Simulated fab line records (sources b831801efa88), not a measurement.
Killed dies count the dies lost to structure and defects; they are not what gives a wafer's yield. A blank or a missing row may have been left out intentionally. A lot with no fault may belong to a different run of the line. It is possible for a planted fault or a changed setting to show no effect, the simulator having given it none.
A struck lot beside a sound one || flow sky130 || 14 out of 708 route steps
Sound: these wafers, L410.1, L410.2, L410.4. Wafers struck: L424.1, L424.2, L424.6. Last of all comes the cause.
Order at every step that has rows: each side's tool, ch and its chambers, its first start. Under that, the readings that differ: sound wafers || struck wafers || difference of the means || sigmas: that difference in standard deviations of wafers without a fault.
alike: readings whose means differ by less than 2 such deviations, and words and numbers that are the same on both sides. not compared: withheld readings, readings that some wafer has no value for, bounds like >300 that may hide the same value, and numbers for which the record gives no deviation and whose values overlap.
A row with sigmas, a row that says differs or no value, or rows on one side alone: a step with any of these is where the two part. When numbers do not overlap yet have no deviation, they are printed without sigmas and do not part them. A reading missing from all wafers of one side parts the sides only when that side holds two or more wafers.

first, 5 steps without rows for these wafers: SKY_SD_P_COAT_02 (resist thk 1140 nm); SKY_SD_P_SOFTBAKE_03 (time 60 s); SKY_SD_P_EXPOSE_04 (exposes mask PSDM, target cd 380 nm); SKY_SD_P_PEB_05; SKY_SD_P_DEVELOP_06 (develop time 60 s).
SKY_SD_P_CD_MEAS_07 targets a cd of 380 nm.
  sound on cd-sem-01 at day 28 04:46; struck on cd-sem-02 at day 32 15:07
  alike: cd-nm
SKY_SD_P_OVL_MEAS_08:
  sound on overlay-02 at day 28 04:53; struck on overlay-01 at day 32 15:14
  alike: SD_P_OVL
following that, these wafers have no rows for 1 step: SKY_SD_P_IMPLANT_09.
SKY_SD_P_STRIP_10: strips in O2/N2.
  sound on plasma-asher-01 ch 0,1, day 28 05:04; struck on plasma-asher-02 ch 0,1, day 32 15:25
  alike: drypump-motor-current-A, oes-product-au, strip-time-to-endpoint-s
  not compared: rf-hours-counter-h
SKY_SD_P_TW_MEAS_11:
  sound on film-metro-01 at day 28 05:10; struck on film-metro-01 at day 32 15:31
  alike: SD_P_TW
then, 2 steps without rows for these wafers: SKY_RES_XHIGH_DEHYDRATE_00 (time 60 s); SKY_RES_XHIGH_HMDS_01 (prime time 60 s).
SKY_RES_XHIGH_COAT_02: resist thk 1140 nm.
  struck on litho-track-04, day 33 04:34; sound on litho-track-03 ch 0, day 28 19:19
  no value came back on the struck wafers for chill-plate-temp-C (C), dispense-pressure-kPa (kPa); on the sound wafers chill-plate-temp-C (C) reads 23.08 22.90 22.89
then, 1 step without rows for these wafers: SKY_RES_XHIGH_SOFTBAKE_03 (time 60 s).

WHERE THEY PART
Only at SKY_RES_XHIGH_COAT_02, as far as this record shows.

WHY: the cause the simulator had injected
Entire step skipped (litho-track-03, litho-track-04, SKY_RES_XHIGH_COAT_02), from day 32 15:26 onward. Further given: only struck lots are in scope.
